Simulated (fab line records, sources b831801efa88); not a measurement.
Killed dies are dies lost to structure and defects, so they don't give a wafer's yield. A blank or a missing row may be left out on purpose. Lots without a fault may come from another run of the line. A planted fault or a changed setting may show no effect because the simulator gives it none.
fab line records | flow sfq_line
record lots=6 wafers=18 last_day=91
route steps=325 shown M6@255 I6@266 M7@281 I7@296 M8@325
lots that met no fault: from a run of the same line without faults
start_h: hours from the record's first day to the start of the lot's first wafer shown | wait_h: hours since the lot's step before | " the same as in the row above | L1.1+2: a row that stands for several wafers | - no value, or no start given | * or withheld: withheld | < > ~ a bound
route shown NAME@n: a module of which the file shows steps, and the number in the route of the first | usual: mean/standard deviation of fault-free wafers | same: alike in all rows | chamber/n: place in a boat | sites: the reading at each site | _std_site: their standard deviation | _edge_site: outer sites' mean less inner sites' | radius_mm: how far each site lies from the wafer's centre | mask NAME#n: copy n | behind: the tool/chamber that last shaped the wafer | hold: why the lot was held/for how many hours/how that ended | device: the transistor (n, p or np) that didn't switch | end of line: the same wafers' tests at the end of the route | a step without rows: its recipe alone | killed: dies lost to structure and defects at the first sort, not the wafer's yield | map: a wafer's dies, x killed, . not, _ none there
set.NAME: the setting as run; set.NAME@STEP: as run at that earlier step | model.NAME: the simulator's own value behind a step, which no gauge read
lots at some steps of the route; a table a step, a row a wafer
services: from which hour (start_h, from the record's first day; less than 0 if before it) a tool's chamber was out of use, for how many hours, and why
## steps
# step SFQ_TRILAYER_M6_LITHO_COAT_164
# recipe resist=BARC spin_rpm=3000 resist_thk_nm=62
# step SFQ_TRILAYER_M6_LITHO_COAT_159
# recipe resist=KrF spin_rpm=3000 resist_thk_nm=600
# step SFQ_TRILAYER_M6_LITHO_SOFTBAKE_163
# recipe temp_c=withheld time_s=withheld resist=KrF
# step SFQ_TRILAYER_M6_LITHO_EXPOSE_160
# recipe mask_id=M6 na=0.6 source_shape=conventional sigma_outer=0.65 target_cd_nm=500 dose_mj=14.4
# step SFQ_TRILAYER_M6_LITHO_PEB_162
# recipe peb_temp_c=115 peb_time_s=60 resist=KrF
# step SFQ_TRILAYER_M6_LITHO_DEVELOP_161
# recipe time_s=60 resist=KrF
# step SFQ_M6_OVL_MEAS_940
# usual M6_OVL=4/5.6
# columns lot.wafer tool chamber start_h wait_h M6_OVL[nm]
L903.2 overlay-02 - 1857.61 0.1 5
L903.4 " - " " 5
L903.6 " - " " 9
L904.2 overlay-02 - 1860.01 0.1 -3
L904.3 " - " " -3
L904.4 " - " " 3
L909.1 overlay-01 - 1891.63 0.1 8
L909.2 " - " " -7
L909.6 " - " " -9
L910.1 overlay-01 - 1895.23 0.1 7
L910.3 " - " " 7
L910.5 " - " " 2
L914.1 overlay-02 - 1906.13 0.1 3
L914.3 " - " " 3
L914.4 " - " " 9
L917.2 overlay-01 - 1928.37 0.1 7
L917.3 " - " " 0
L917.4 " - " " 0
# step SFQ_TRILAYER_M6_BARC_OPEN_METAL_ETCH_206
# recipe mask_material=PR chemistry=O2 target_depth_nm=125 target=BARC icp_w=584.3 bias_w=80 pressure_mtorr=10 time_s=41.7
# usual drypump_motor_current_A=5.5/0.46 oes_product_au=0.685/0.0044
# columns lot.wafer tool chamber start_h wait_h drypump_motor_current_A oes_product_au rf_hours_counter_h
L903.2 rie_metal-04 0 1857.64 0.0 5.4 0.688 78
L903.4 " 0 " " 5.4 0.684 -
L903.6 " 0 " " 5.4 0.691 -
L904.2 rie_metal-04 0 1860.04 0.0 5.4 0.687 79
L904.3 " 1 " " 5.0 0.687 -
L904.4 " 0 " " 5.4 0.685 -
L909.1 rie_metal-03 1 1891.66 0.0 6.3 0.684 3
L909.2 " 0 " " 5.0 0.681 34
L909.6 " 0 " " 5.0 0.684 -
L910.1 rie_metal-04 0 1895.26 0.0 5.4 0.683 88
L910.3 " 0 " " 5.4 0.681 -
L910.5 " 0 " " 5.4 0.687 -
L914.1 rie_metal-01 1 1906.16 0.0 5.8 0.687 83
L914.3 " 1 " " 5.8 0.687 -
L914.4 " 0 " " 6.0 0.680 -
L917.2 rie_metal-03 1 1928.40 0.0 6.2 0.678 6
L917.3 " 1 " " 6.2 0.689 -
L917.4 " 0 " " 4.9 0.685 -
# step SFQ_TRILAYER_M6_ETCH_METAL_ETCH_162
# recipe target=Nb stop_on=SiO2 mask_material=PR chemistry=Cl2/Ar target_depth_nm=240 icp_w=600 bias_w=80 pressure_mtorr=10 time_s=120
# usual drypump_motor_current_A=5.5/0.46 oes_product_au=0.896/0.0082
# columns lot.wafer tool chamber start_h wait_h drypump_motor_current_A oes_product_au rf_hours_counter_h
L903.2 rie_metal-04 0 1857.70 0.0 5.4 0.893 78
L903.4 " 0 " " 5.4 0.891 -
L903.6 " 0 " " 5.4 0.906 -
L904.2 rie_metal-04 0 1860.10 0.0 5.4 0.899 79
L904.3 " 1 " " 4.9 0.906 -
L904.4 " 0 " " 5.4 0.900 -
L909.1 rie_metal-03 1 1891.72 0.0 6.2 0.888 3
L909.2 " 0 " " 5.0 0.903 34
L909.6 " 0 " " 5.0 0.887 -
L910.1 rie_metal-04 0 1895.32 0.0 5.4 0.908 88
L910.3 " 0 " " 5.4 0.913 -
L910.5 " 0 " " 5.4 0.911 -
L914.1 rie_metal-01 1 1906.22 0.0 5.8 0.904 83
L914.3 " 1 " " 5.8 0.910 -
L914.4 " 0 " " 6.0 0.906 -
L917.2 rie_metal-03 1 1928.46 0.0 6.2 0.899 6
L917.3 " 1 " " 6.2 0.891 -
L917.4 " 0 " " 5.0 0.894 -
# step SFQ_TRILAYER_M6_STRIP_STRIP_163
# recipe gas=O2 power_w=200 platen_temp_c=40 overash_fraction=0.65 chemistry=O2 pressure_mtorr=50
# step SFQ_TRILAYER_M6_STRIP_SOLV_CLEAN_164
# recipe chemistry=NMP temp_c=70 time_s=600
# step SFQ_TRILAYER_I6_DEP_PECVD_165
# recipe material=SiO2 temp_c=150 time_s=111.11 pressure_torr=2.4 rf_w=183.3 precursor=SiH4/N2O target_thk_nm=500
# step SFQ_TRILAYER_I6_CMP_CMP_166
# recipe material=SiO2 down_force_psi=3 platen_rpm=60 pad_velocity_m_s=0.94248
# usual edge_zone_pressure_frac=1.000/0.0054 head_pressure_psi=3.000/0.0065 motor_current_A=10.3/1.1 platen_rpm=60.00/0.041 time_to_endpoint_s=214/8.6
# columns lot.wafer tool chamber start_h wait_h edge_zone_pressure_frac head_pressure_psi motor_current_A platen_rpm time_to_endpoint_s model.SiO2_of_TRILAYER_I6_DEP_PECVD_165.thk_nm
L903.2 cmp-02 2 1859.18 0.5 0.998 3.000 8.6 59.97 218 199.6
L903.4 " 0 1860.18 1.5 0.996 3.004 10.0 60.02 229 201.5
L903.6 " 1 " " 1.008 3.010 9.8 60.00 221 201
L904.2 cmp-01 3 1863.56 2.5 1.010 2.996 11.5 59.99 214 202.2
L904.3 " 0 " " 1.008 3.002 11.9 60.02 206 198.7
L904.4 " 1 " " 1.000 2.994 10.0 59.96 212 199.9
L909.1 cmp-01 3 1897.06 4.4 - - - - - 511.2
L909.2 " 1 1898.06 5.4 - - - - - 502.6
L909.6 " 2 " " - - - - - 514.9
L910.3 cmp-01 2 1899.56 3.3 - - - - - 496.8
L910.1 " 3 " " - - - - - 498.7
L910.5 " 3 1902.06 5.8 - - - - - 509.4
L914.3 cmp-02 3 1914.33 7.2 0.989 2.999 11.2 60.00 197 197.3
L914.4 " 0 " " 0.996 3.010 9.5 59.98 215 200.5
L914.1 " 1 " " 1.000 3.003 9.6 60.01 202 198.4
L917.4 cmp-02 0 1929.44 0.0 1.010 2.989 10.1 59.94 214 199
L917.2 " 1 " " 0.998 2.996 10.0 59.97 202 198.6
L917.3 " 2 " " 0.998 2.996 8.8 59.98 201 198
# step SFQ_I6_BOW_MEAS_941
# recipe mode=bow
# usual I6_BOW=6/11
# columns lot.wafer tool chamber start_h wait_h I6_BOW[um]
L903.2 film_metro-02 - 1861.70 2.0 6
L903.4 " - " " 8
L903.6 " - " " 11
L904.2 film_metro-02 - 1866.58 2.5 -9
L904.3 " - " " 5
L904.4 " - " " -1
L909.1 film_metro-02 - 1899.56 2.0 8
L909.2 " - " " 1
L909.6 " - " " 10
L910.1 film_metro-02 - 1902.56 2.0 7
L910.3 " - " " 20
L910.5 " - " " 6
L914.1 film_metro-04 - 1916.83 1.0 5
L914.3 " - " " -3
L914.4 " - " " -1
L917.2 film_metro-02 - 1932.46 2.0 7
L917.3 " - " " -10
L917.4 " - " " 4
# step SFQ_TRILAYER_I6_METRO_MEASURE_167
# usual thk_nm=199.7/1.2
# columns lot.wafer tool chamber start_h wait_h thk_nm
L903.2 film_metro-02 - 1862.00 0.3 199.7
L903.4 " - " " 201.5
L903.6 " - " " 201.1
L904.2 film_metro-02 - 1866.88 0.3 202.1
L904.3 " - " " 198.7
L904.4 " - " " 199.8
L909.1 film_metro-02 - 1899.68 0.1 511.3
L909.2 " - " " 503.1
L909.6 " - " " 515.1
L910.1 film_metro-02 - 1902.68 0.1 498.6
L910.3 " - " " 496.8
L910.5 " - " " 509.3
L914.1 film_metro-04 - 1916.95 0.1 198.5
L914.3 " - " " 197.2
L914.4 " - " " 200.5
L917.2 film_metro-02 - 1932.76 0.3 198.7
L917.3 " - " " 198.1
L917.4 " - " " 199.1
# step SFQ_TRILAYER_I6_VIA_LITHO_COAT_174
# recipe resist=BARC spin_rpm=3000 resist_thk_nm=61.66
# step SFQ_TRILAYER_I6_VIA_LITHO_COAT_169
# recipe resist=KrF spin_rpm=3000 resist_thk_nm=650
# step SFQ_TRILAYER_I6_VIA_LITHO_SOFTBAKE_173
# recipe temp_c=withheld time_s=withheld resist=KrF
# step SFQ_TRILAYER_I6_VIA_LITHO_EXPOSE_170
# recipe mask_id=I6 na=0.6 source_shape=conventional sigma_outer=0.65 target_cd_nm=700 dose_mj=21.3
# step SFQ_TRILAYER_I6_VIA_LITHO_PEB_172
# recipe peb_temp_c=115 peb_time_s=60 resist=KrF
# step SFQ_TRILAYER_I6_VIA_LITHO_DEVELOP_171
# recipe time_s=60 resist=KrF
# step SFQ_I6_OVL_MEAS_942
# usual I6_OVL=-3/6
# columns lot.wafer tool chamber start_h wait_h I6_OVL[nm]
L903.2 overlay-02 - 1865.50 0.1 -7
L903.4 " - " " -1
L903.6 " - " " 1
L904.2 overlay-01 - 1870.21 0.1 3
L904.3 " - " " -2
L904.4 " - " " 4
L909.1 overlay-01 - 1990.65 0.1 -3
L909.2 " - " " 0
L909.6 " - " " -3
L910.1 overlay-01 - 1991.85 0.1 -5
L910.3 " - " " -11
L910.5 " - " " -9
L914.1 overlay-01 - 2009.26 0.1 -7
L914.3 " - " " -4
L914.4 " - " " -8
L917.2 overlay-01 - 2023.66 0.1 -1
L917.3 " - " " 1
L917.4 " - " " -1
# step SFQ_TRILAYER_I6_VIA_BARC_OPEN_VIA_ETCH_235
# recipe mask_material=PR chemistry=O2 target_depth_nm=125 target=BARC source_w=500 bias_w=80 pressure_mtorr=30 time_s=41.7
# usual drypump_motor_current_A=5.8/0.42 oes_product_au=0.683/0.0042
# columns lot.wafer tool chamber start_h wait_h drypump_motor_current_A oes_product_au rf_hours_counter_h
L903.2 rie_diel-04 2 1865.53 0.0 6.0 0.677 1
L903.4 " 2 " " 6.0 0.679 -
L903.6 " 0 " " 6.0 0.685 -
L904.2 rie_diel-02 2 1870.24 0.0 6.5 0.691 2
L904.3 " 0 " " 5.1 0.690 9
L904.4 " 3 " " 6.0 0.679 2
L909.1 rie_diel-02 3 1990.69 0.0 6.0 0.687 4
L909.2 " 1 " " 5.7 0.681 16
L909.6 " 0 " " 5.1 0.686 -
L910.1 rie_diel-04 2 1991.89 0.0 6.0 0.677 2
L910.3 " 1 " " 6.0 0.680 14
L910.5 " 1 " " 6.0 0.682 -
L914.1 rie_diel-03 2 2009.29 0.0 5.4 0.685 15
L914.3 " 1 " " 6.0 0.685 18
L914.4 " 0 " " 6.4 0.682 2
L917.2 rie_diel-02 0 2023.69 0.0 5.1 0.674 11
L917.3 " 3 " " 6.0 0.696 4
L917.4 " 1 " " 5.7 0.690 16
# step SFQ_TRILAYER_I6_VIA_ETCH_VIA_ETCH_172
# recipe target=SiO2 stop_on=Nb mask_material=PR taper_deg=20 chemistry=CHF3 target_depth_nm=260 source_w=500 bias_w=80 pressure_mtorr=30 time_s=withheld
# usual drypump_motor_current_A=5.8/0.42 oes_product_au=0.854/0.0055
# columns lot.wafer tool chamber start_h wait_h drypump_motor_current_A oes_product_au model.etch.depth_nm model.I6.feature_depth_nm
L903.2 rie_diel-04 2 1865.57 0.0 6.0 0.853 199.6 199.6
L903.4 " 2 " " 6.0 0.867 201.5 201.5
L903.6 " 0 " " 6.0 0.854 201 201
L904.2 rie_diel-02 2 1870.28 0.0 6.5 0.865 202.2 202.2
L904.3 " 0 " " 5.0 0.858 198.7 198.7
L904.4 " 3 " " 6.0 0.853 199.9 199.9
L909.1 rie_diel-02 3 1990.73 0.0 6.1 1.610 257.3 257.3
L909.2 " 1 " " 5.7 1.638 262.1 262.1
L909.6 " 0 " " 5.0 1.613 259.2 259.2
L910.1 rie_diel-04 2 1991.93 0.0 6.0 1.608 254.8 254.8
L910.3 " 1 " " 6.0 1.580 252.5 252.5
L910.5 " 1 " " 6.0 1.595 253.5 253.5
L914.1 rie_diel-03 2 2009.33 0.0 5.4 0.850 198.4 198.4
L914.3 " 1 " " 6.0 0.852 197.3 197.3
L914.4 " 0 " " 6.5 0.853 200.5 200.5
L917.2 rie_diel-02 0 2023.73 0.0 5.1 0.852 198.6 198.6
L917.3 " 3 " " 6.0 0.851 198 198
L917.4 " 1 " " 5.7 0.849 199 199
# step SFQ_TRILAYER_I6_VIA_STRIP_STRIP_173
# recipe gas=O2 power_w=200 platen_temp_c=40 overash_fraction=0.65 chemistry=O2 pressure_mtorr=50
# usual drypump_motor_current_A=5.5/0.42 oes_product_au=1.001/0.0075
# columns lot.wafer tool chamber start_h wait_h drypump_motor_current_A oes_product_au rf_hours_counter_h
L903.2 rie_metal-02 1 1865.68 - 4.8 0.999 22
L903.4 " 0 " " 5.7 1.006 -
L903.6 " 0 " " 5.7 0.990 -
L904.2 rie_metal-04 0 1870.60 - 5.4 1.010 -
L904.3 " 0 " " 5.4 1.016 -
L904.4 " 0 " " 5.4 1.002 -
L909.1 rie_metal-01 1 1990.84 - 5.8 1.007 98
L909.2 " 1 " " 5.8 0.996 -
L909.6 " 1 " " 5.8 1.005 -
L910.1 rie_metal-01 1 1992.04 - 5.8 1.009 98
L910.3 " 1 " " 5.8 1.015 -
L910.5 " 1 " " 5.8 1.014 -
L914.1 rie_metal-01 0 2009.45 - 6.0 1.003 1
L914.3 " 0 " " 6.0 0.992 -
L914.4 " 1 " " 5.8 1.004 -
L917.2 rie_metal-01 1 2023.85 - 5.8 0.997 102
L917.3 " 1 " " 5.8 1.000 -
L917.4 " 0 " " 6.0 0.996 -
# step SFQ_TRILAYER_I6_VIA_STRIP_SOLV_CLEAN_174
# recipe chemistry=NMP temp_c=70 time_s=600
# step SFQ_TRILAYER_M7_DEP_PRE_CLEAN_176
# recipe gas=Ar time_s=22.5 bias_v=250
# columns lot.wafer tool chamber start_h wait_h model.SiO2_of_TRILAYER_I6_DEP_PECVD_165.thk_nm
L903.2 pvd_sputter-05 - 1866.46 0.0 192.1
L903.4 " - " " 194
L903.6 " - " " 193.5
L904.2 pvd_sputter-04 - 1871.77 0.0 194.7
L904.3 " - " " 191.2
L904.4 " - " " 192.4
L909.1 pvd_sputter-04 - 1992.22 0.0 503.7
L909.2 " - " " 495.1
L909.6 " - " " 507.4
L910.1 pvd_sputter-06 - 1993.42 0.0 491.2
L910.3 " - " " 489.3
L910.5 " - " " 501.9
L914.1 pvd_sputter-05 - 2010.22 0.0 190.9
L914.3 " - " " 189.8
L914.4 " - " " 193
L917.2 pvd_sputter-06 - 2024.62 0.0 191.1
L917.3 " - " " 190.5
L917.4 " - " " 191.5
# step SFQ_TRILAYER_M7_DEP_SPUTTER_175
# recipe material=Nb base_pressure_pa=1.33e-06 chamber_pressure_pa=0.1333 substrate_temp_c=20 target_thk_nm=200 power_w=2000 time_s=133.3
# step SFQ_M7_RS_MEAS_943
# recipe thk_meas_gauge=four-point-probe reads=Nb_of_TRILAYER_M7_DEP_SPUTTER_175
# usual M7_NB_RS=0.891/0.0087
# columns lot.wafer tool chamber start_h wait_h M7_NB_RS[ohm/sq]
L903.2 film_metro-03 - 1866.60 0.1 0.898
L903.4 " - " " 0.898
L903.6 " - " " 0.896
L904.2 film_metro-03 - 1871.91 0.1 0.894
L904.3 " - " " 0.886
L904.4 " - " " 0.893
L909.1 film_metro-03 - 1992.33 0.0 0.891
L909.2 " - " " 0.879
L909.6 " - " " 0.885
L910.1 film_metro-03 - 1993.53 0.0 0.887
L910.3 " - " " 0.880
L910.5 " - " " 0.885
L914.1 film_metro-01 - 2010.34 0.0 0.899
L914.3 " - " " 0.902
L914.4 " - " " 0.905
L917.2 film_metro-04 - 2024.76 0.1 0.891
L917.3 " - " " 0.893
L917.4 " - " " 0.896
# step SFQ_TRILAYER_M7_LITHO_COAT_182
# recipe resist=BARC spin_rpm=3000 resist_thk_nm=62
# step SFQ_TRILAYER_M7_LITHO_COAT_177
# recipe resist=KrF spin_rpm=3000 resist_thk_nm=600
# step SFQ_TRILAYER_M7_LITHO_SOFTBAKE_181
# recipe temp_c=withheld time_s=withheld resist=KrF
# step SFQ_TRILAYER_M7_LITHO_EXPOSE_178
# recipe mask_id=M7 na=0.6 source_shape=conventional sigma_outer=0.65 target_cd_nm=500 dose_mj=14.4
# step SFQ_TRILAYER_M7_LITHO_PEB_180
# recipe peb_temp_c=115 peb_time_s=60 resist=KrF
# step SFQ_TRILAYER_M7_LITHO_DEVELOP_179
# recipe time_s=60 resist=KrF
# step SFQ_M7_OVL_MEAS_945
# usual M7_OVL=1/4.6
# columns lot.wafer tool chamber start_h wait_h M7_OVL[nm]
L903.2 overlay-01 - 1869.01 0.1 4
L903.4 " - " " 5
L903.6 " - " " 7
L904.2 overlay-01 - 1892.83 0.1 2
L904.3 " - " " 7
L904.4 " - " " 5
L909.1 overlay-01 - 2065.66 0.1 4
L909.2 " - " " -4
L909.6 " - " " 4
L910.1 overlay-01 - 2069.26 0.1 9
L910.3 " - " " 0
L910.5 " - " " 8
L914.1 overlay-01 - 2088.62 0.1 -7
L914.3 " - " " -4
L914.4 " - " " -3
L917.2 overlay-02 - 2104.23 0.1 4
L917.3 " - " " -3
L917.4 " - " " -1
# step SFQ_TRILAYER_M7_BARC_OPEN_METAL_ETCH_229
# recipe mask_material=PR chemistry=O2 target_depth_nm=125 target=BARC icp_w=600 bias_w=80 pressure_mtorr=10 time_s=41.7
# usual drypump_motor_current_A=5.5/0.52 oes_product_au=0.685/0.0045
# columns lot.wafer tool chamber start_h wait_h drypump_motor_current_A oes_product_au rf_hours_counter_h
L903.2 rie_metal-03 0 1869.06 0.0 5.0 0.685 -
L903.4 " 0 " " 4.9 0.684 -
L903.6 " 0 " " 4.9 0.683 -
L904.2 rie_metal-01 0 1892.86 0.0 6.0 0.677 122
L904.3 " 0 " " 6.0 0.679 -
L904.4 " 1 " " 5.8 0.688 -
L909.1 rie_metal-02 1 2065.69 0.0 4.8 0.680 47
L909.2 " 0 " " 5.7 0.685 107
L909.6 " 0 " " 5.7 0.680 -
L910.1 rie_metal-02 0 2069.29 0.0 5.7 0.679 108
L910.3 " 0 " " 5.7 0.674 -
L910.5 " 0 " " 5.7 0.684 -
L914.1 rie_metal-01 1 2088.66 0.0 5.8 0.682 111
L914.3 " 1 " " 5.8 0.682 -
L914.4 " 0 " " 6.0 0.689 -
L917.2 rie_metal-03 1 2104.26 0.0 6.2 0.687 28
L917.3 " 1 " " 6.2 0.686 -
L917.4 " 0 " " 4.9 0.687 -
# step SFQ_TRILAYER_M7_ETCH_METAL_ETCH_180
# recipe target=Nb stop_on=SiO2 mask_material=PR chemistry=Cl2/Ar target_depth_nm=240 icp_w=600 bias_w=80 pressure_mtorr=10 time_s=120
# step SFQ_TRILAYER_M7_STRIP_STRIP_181
# recipe gas=O2 power_w=200 platen_temp_c=40 overash_fraction=0.65 chemistry=O2 pressure_mtorr=50
# step SFQ_TRILAYER_M7_STRIP_SOLV_CLEAN_182
# recipe chemistry=NMP temp_c=70 time_s=600
# step SFQ_TRILAYER_I7_DEP_PECVD_183
# recipe material=SiO2 temp_c=150 time_s=113.9 pressure_torr=2.4 rf_w=183.3 precursor=SiH4/N2O target_thk_nm=500
# step SFQ_M8_BOW_MEAS_951
# recipe mode=bow
# usual M8_BOW=8/12
# columns lot.wafer tool chamber start_h wait_h M8_BOW[um] model.etest.i6.link_ohm
L903.2 film_metro-03 - 1984.60 0.0 11 1.877
L903.4 " - " " 12 1.882
L903.6 " - " " 15 1.871
L904.2 film_metro-04 - 1997.61 0.0 -7 1.882
L904.3 " - " " 8 1.854
L904.4 " - " " 1 1.872
L909.1 film_metro-03 - 2156.00 0.0 10 1e+06
L909.2 " - " " 2 1e+06
L909.6 " - " " 11 1e+06
L910.1 film_metro-03 - 2163.20 0.0 11 1e+06
L910.3 " - " " 23 1e+06
L910.5 " - " " 10 1e+06
L914.1 film_metro-04 - 2175.32 0.0 9 1.869
L914.3 " - " " 0 1.873
L914.4 " - " " 1 1.871
L917.2 film_metro-02 - 2191.07 0.0 7 1.871
L917.3 " - " " -9 1.873
L917.4 " - " " 4 1.875
## services
# columns tool chamber start_h hours kind
rie_diel-04 3 1834.04 7.3 repair
rie_diel-04 1 1860.71 6.5 repair
film_metro-02 - 1865.35 0.6 pm
film_metro-02 - 1878.15 0.3 pm
cmp-02 - 1882.07 1.7 repair
rie_metal-03 1 1899.33 17.5 repair
rie_metal-03 - 1906.27 1.4 repair
rie_diel-04 3 1908.10 6.1 repair
film_metro-02 - 1909.05 6.8 pm
rie_diel-04 2 1912.14 6.4 repair
rie_metal-02 1 1918.13 18.0 repair
cmp-01 - 1920.56 4.6 pm
cmp-01 - 1924.09 2.0 repair
cmp-01 - 1940.81 4.0 pm
rie_diel-02 2 1943.14 11.9 repair
cmp-01 - 1944.81 5.9 pm
rie_diel-04 2 1967.27 5.6 repair
film_metro-02 - 2008.46 1.5 pm
rie_diel-04 2 2033.34 8.9 repair
rie_metal-04 - 2046.05 14.6 pm
rie_diel-04 1 2054.78 8.7 repair
rie_diel-04 2 2055.00 6.3 repair
film_metro-02 - 2064.79 0.5 pm
rie_diel-04 0 2096.11 2.0 repair
## key
first_sign step=SFQ_TRILAYER_I6_CMP_CMP_166 reading=tool_record direction=missing
effect step=SFQ_TRILAYER_I6_METRO_MEASURE_167 reading=thk_nm direction=up sigmas=99+ usual=199.7 struck=505.7
effect step=SFQ_TRILAYER_I6_VIA_ETCH_VIA_ETCH_172 reading=oes_product_au direction=up sigmas=99+ usual=0.854 struck=1.607
model_effect step=SFQ_TRILAYER_I6_CMP_CMP_166 value=SiO2_of_TRILAYER_I6_DEP_PECVD_165.thk_nm without=200.8 struck=505.6
model_effect step=SFQ_TRILAYER_I6_VIA_ETCH_VIA_ETCH_172 value=etch.depth_nm without=200.8 struck=256.6
model_effect step=SFQ_TRILAYER_M7_DEP_PRE_CLEAN_176 value=SiO2_of_TRILAYER_I6_DEP_PECVD_165.thk_nm without=193.3 struck=498.1
model_effect step=SFQ_M8_BOW_MEAS_951 value=etest.i6.link_ohm without=1.855 struck=1e+06
met_at SFQ_TRILAYER_I6_CMP_CMP_166
struck_wafers L909.1,L909.2,L909.6,L910.1,L910.3,L910.5
onset_between 1863.56 1897.06
fault kind=skipped_step_whole tool=cmp-01 chamber=- onset_h=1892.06 steps=SFQ_TRILAYER_I6_CMP_CMP_166 scope=struck_lots_only
